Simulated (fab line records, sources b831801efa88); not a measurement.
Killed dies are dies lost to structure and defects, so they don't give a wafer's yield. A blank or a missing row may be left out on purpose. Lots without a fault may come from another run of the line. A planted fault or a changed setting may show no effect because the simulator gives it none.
Problem report in the 8D (eight disciplines) form, filled by code | flow sky130 | the parts of the form that need people (team, actions taken, sign-off) are left out

1. THE PROBLEM
run_length_s at SKY_PASSIVATION_ETCH_11 reads a mean of 177.7 s on 3 wafers of 2 lots; wafers without a fault read 189.3 s with a standard deviation of 0.51. That is -23 standard deviations from the usual mean.
The step: etches the open film in CF4/O2, stops on AlCu, target depth 725 nm, time 161.1 s.
First seen on wafer L180.2, day 46 03:52, on rie_diel-01. The record holds 30 wafers of 10 lots with a number at this step. Rule for "out", or "out of limits": more than 4 standard deviations from the usual mean. The other wafers with a number count as sound.

2. WHAT IT IS AND WHAT IT IS NOT
question                    | is                     | is not
which readings at this step | run_length_s           | chamber_pressure_mTorr, drypump_motor_current_A, throttle_valve_pct
which lots                  | L180, L182             | L166, L169, L171, L174, L183, L184, L186, L187
which wafers of those lots  | L180.2, L182.1, L182.6 | L180.1, L180.5, L182.3
read on which tools         | rie_diel-01            | rie_diel-02, rie_diel-04
when                        | from day 46 03:52      | up to then (14 sound wafers); but 13 sound wafers of L182, L183, L184, L186, L187 came after

3. SUSPECTS, AND WHAT RULES EACH OUT
Counting: a tool at a process step up to the reading stays a suspect if it ran every lot that is out. Sound lots after the first of them don't rule it out here, since some wafers of a struck lot are sound.
- pvd_sputter-03 at SKY_METAL5_SPUTTER_04 (material TiN, target thk 70 nm, time 58.3 s): kept. It ran every lot that is out, first L180 (day 44 10:56); its last sound lot up to then is L169 (day 41 18:45).
- rie_diel-01 at SKY_PASSIVATION_ETCH_11 (etches the open film in CF4/O2, stops on AlCu, target depth 725 nm, time 161.1 s): kept. It ran every lot that is out, first L180 (day 46 03:52); its last sound lot up to then is L174 (day 45 01:22). Its own readings are out on those wafers: run_length_s.
- Within rie_diel-01 at SKY_PASSIVATION_ETCH_11: the wafers that are out ran in chamber 3; their sound lot-mates ran in chambers 1, 2.
Left after counting: pvd_sputter-03 at SKY_METAL5_SPUTTER_04, rie_diel-01 at SKY_PASSIVATION_ETCH_11.

4. THE CAUSE (what the simulator had put in)
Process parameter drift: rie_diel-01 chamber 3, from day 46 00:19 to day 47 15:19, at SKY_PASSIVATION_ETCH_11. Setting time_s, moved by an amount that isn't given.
Counting left 2 suspects, and this tool is among them.

5. THE CHAIN OF EFFECTS, in route order
Each row: a reading whose mean over the struck wafers that have a number lies more than 3 standard deviations from the usual. Only readings for which the record gives a usual standard deviation are gone through. hours: the time from each lot's start at the first step in this table that gives one to its start at this step, as a median over the lots. sigmas: the change in usual standard deviations.
hours | step                    | reading              | usual   | on struck wafers | change | sigmas
0     | SKY_PASSIVATION_ETCH_11 | run_length_s         | 189.3 s | 177.7            | -11.6  | -23
20    | SKY_PAD_OPEN_PROBE_99   | defect_limited_yield | 82.5 %  | 73.3             | -9.2   | -4.8
20    | SKY_PAD_OPEN_PROBE_99   | killed_at_other      | 0.3     | 38.0             | +37.7  | +71
20    | SKY_PAD_OPEN_PROBE_99   | killed_dies          | 86      | 131              | +45    | +4.9
20    | SKY_PAD_OPEN_PROBE_99   | sort_bin_5_function  | 10.3 %  | 18.5             | +8.2   | +5.9
20    | SKY_PAD_OPEN_PROBE_99   | sort_n_pass          | 406     | 361              | -45    | -4.9
20    | SKY_PAD_OPEN_PROBE_99   | sort_yield_pct       | 82.5 %  | 73.3             | -9.2   | -4.8
The process steps in it:
- SKY_PASSIVATION_ETCH_11: etches the open film in CF4/O2, stops on AlCu, target depth 725 nm, time 161.1 s.
- SKY_PAD_OPEN_PROBE_99

6. WHAT WOULD HAVE CAUGHT IT SOONER
In this record the first reading out of limits was taken at day 46 03:52, 4 hours after the fault began at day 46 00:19.
